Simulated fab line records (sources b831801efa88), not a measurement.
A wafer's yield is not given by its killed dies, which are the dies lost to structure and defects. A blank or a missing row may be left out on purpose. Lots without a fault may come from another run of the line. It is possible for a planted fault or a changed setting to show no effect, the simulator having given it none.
Struck lot and sound lot, side by side + flow sky130 + 43 out of 708 route steps
Sound: wafers L823.2, L823.4, L823.6. Struck: wafers L832.2, L832.5. (L832.6 of the same lot was not struck and is left out.) The cause comes at the end.
Order at every step that has rows: each side's tool, ch and its chambers, its first start. Under that, the readings that differ: sound wafers + struck wafers + difference of the means + sigmas: that difference in standard deviations of wafers without a fault.
alike: readings whose means differ by less than 2 such deviations, and words and numbers that are the same on both sides. not compared: withheld readings, readings that some wafer has no value for, bounds like >300 that may hide the same value, and numbers for which the record gives no deviation and whose values overlap.
A row with sigmas, a row that says differs or no value, or rows on one side alone: a step with any of these is where the two part. Numbers that don't overlap but have no deviation are shown without sigmas and don't part them. A reading that every wafer of one side lacks parts them only if that side has two wafers or more.

first, 1 step without rows for these wafers: SKY_FIELD_ISO_DEVELOP_12 (develop time 60 s).
SKY_FIELD_ISO_CD_MEAS_13 targets a cd of 150 nm.
  sound: cd-sem-01 at day 2 07:19; struck: cd-sem-01 at day 4 05:10
  alike: cd-nm
SKY_FIELD_ISO_ETCH_14: etches BARC in N2/H2, stops on SiO2, time 45.9 s, target depth 60 nm.
  sound on rie-diel-04 ch 0,3, day 2 07:25; struck on rie-diel-04 ch 3, day 4 05:16
  alike: drypump-motor-current-A, oes-product-au, throttle-valve-pct
  not compared: rf-hours-counter-h
then, 1 step without rows for these wafers: SKY_FIELD_ISO_ETCH_15 (etches the open film in CHF3/O2, stops on Si, target depth 180 nm, time 72 s).
SKY_FIELD_ISO_STRIP_16: strips in O2/N2.
  sound on plasma-asher-01 ch 0,1, day 2 07:30; struck on plasma-asher-01 ch 0,1, day 4 05:22
| reading               | sound             | struck      | difference | sigmas |
|-----------------------|-------------------|-------------|------------|--------|
| oes-product-au (a.u.) | 0.376 0.366 0.365 | 0.385 0.379 | +0.013     | +2     |
  alike: drypump-motor-current-A, strip-time-to-endpoint-s
  not compared: rf-hours-counter-h
SKY_FIELD_ISO_ETCH_17: etches Si in HBr/Cl2/O2, target depth 342 nm, time 97.7 s.
  sound on rie-si-01 ch 1,3, day 2 07:36; struck on rie-si-01 ch 2,3, day 4 05:28
  alike: drypump-motor-current-A, oes-product-au, throttle-valve-pct
  not compared: rf-hours-counter-h
then, 5 steps without rows for these wafers: SKY_FIELD_ISO_WET_ETCH_18 (etches Si3N4 in H3PO4, target depth 25 nm, time 276.3 s); SKY_FIELD_ISO_CLEAN_19 (cleans in SC1/SC2, time 150 s); SKY_FIELD_ISO_CLEAN_20 (cleans in dHF, time 20 s); SKY_FIELD_ISO_WET_ETCH_21 (etches SiO2 in dHF, target depth 20 nm, time 400 s); SKY_FIELD_ISO_OXIDATION_22 (stabilise 600 s, purge 300 s, target thk 10 nm).
SKY_FIELD_ISO_THK_MEAS_23:
  sound: film-metro-02 at day 2 09:19; struck: film-metro-02 at day 4 07:13
  alike: FIELD_ISO_OXIDATION_01_THK
SKY_FIELD_ISO_CVD_24: deposits SiO2, target thk 595 nm, time 99.2 s.
  sound on hdpcvd-02 ch 0,2, day 2 09:22; struck on hdpcvd-01 ch 2, day 4 07:16
  alike: pressure-mtorr
SKY_FIELD_ISO_THK_MEAS_25:
  sound: film-metro-04 at day 2 09:27; struck: film-metro-04 at day 4 07:20
  alike: FIELD_ISO_CVD_24_THK
then, 1 step without rows for these wafers: SKY_FIELD_ISO_ANNEAL_26 (time 1800 s).
SKY_FIELD_ISO_CMP_27: polishes, stops on Si3N4, t overpolish 16 s, target thk 457.8 nm.
  sound on cmp-01 ch 1,2, day 2 12:16; struck on cmp-01 ch 1, day 4 08:53
  alike: edge-zone-pressure-frac, motor-current-A, overpolish-run-s, time-to-endpoint-s
then, 5 steps without rows for these wafers: SKY_FIELD_ISO_WET_ETCH_28 (etches SiO2 in dHF, target depth 23.7 nm, time 47 s); SKY_FIELD_ISO_WET_ETCH_29 (etches Si3N4 in H3PO4, target depth 160 nm, time 1825 s); SKY_FIELD_ISO_WET_ETCH_30 (etches SiO2 in dHF, target depth 25 nm, time 50 s); SKY_NWELL_CLEAN_00 (cleans in SC1/SC2, time 150 s); SKY_NWELL_OXIDATION_01 (stabilise 600 s, purge 300 s, target thk 10 nm).
SKY_NWELL_THK_MEAS_02:
  sound: film-metro-01 at day 2 15:36; struck: film-metro-04 at day 4 12:34
  alike: NWELL_OXIDATION_THK
then, 9 steps without rows for these wafers: SKY_DNWELL_DEHYDRATE_00 (time 60 s); SKY_DNWELL_HMDS_01 (prime time 60 s); SKY_DNWELL_COAT_02 (resist thk 3000 nm); SKY_DNWELL_SOFTBAKE_03; SKY_DNWELL_EXPOSE_04 (exposes mask DNM, target cd 3000 nm); SKY_DNWELL_PEB_05; SKY_DNWELL_DEVELOP_06 (develop time 60 s); SKY_DNWELL_IMPLANT_07; SKY_DNWELL_STRIP_08 (strips in O2/N2).
SKY_DNWELL_TW_MEAS_09:
  sound: film-metro-01 at day 3 06:30; struck: film-metro-03 at day 5 06:33
  alike: DNWELL_TW
then, 7 steps without rows for these wafers: SKY_PWDE_DEHYDRATE_00 (time 60 s); SKY_PWDE_HMDS_01 (prime time 60 s); SKY_PWDE_COAT_02 (resist thk 3000 nm); SKY_PWDE_SOFTBAKE_03; SKY_PWDE_EXPOSE_04 (exposes mask PWDEM, target cd 840 nm); SKY_PWDE_PEB_05; SKY_PWDE_DEVELOP_06 (develop time 60 s).
SKY_PWDE_OVL_MEAS_07:
  sound: overlay-01 at day 3 22:29; struck: overlay-02 at day 6 00:39
  alike: PWDE_OVL
following that, these wafers have no rows for 1 step: SKY_PWDE_IMPLANT_08.
SKY_PWDE_STRIP_09: strips in O2/N2.
  sound on plasma-asher-03 ch 0,1, day 3 22:40; struck on plasma-asher-03 ch 1, day 6 00:50
  alike: drypump-motor-current-A, oes-product-au, strip-time-to-endpoint-s
  not compared: rf-hours-counter-h
-- the record jumps here: 42 days lie between the struck wafers' starts before and after (it left off in module PWDE and takes up again in module PAD_OPEN, whose first step shown is number 708 of the route) --
SKY_PAD_OPEN_PROBE_99:
  only the struck wafers here have rows in the record (prober-01, day 48 04:04); the sound ones have none

== WHERE THEY PART ==
At SKY_FIELD_ISO_STRIP_16 first; at SKY_PAD_OPEN_PROBE_99 last (within this record only).

WHY: whatever the simulator had introduced
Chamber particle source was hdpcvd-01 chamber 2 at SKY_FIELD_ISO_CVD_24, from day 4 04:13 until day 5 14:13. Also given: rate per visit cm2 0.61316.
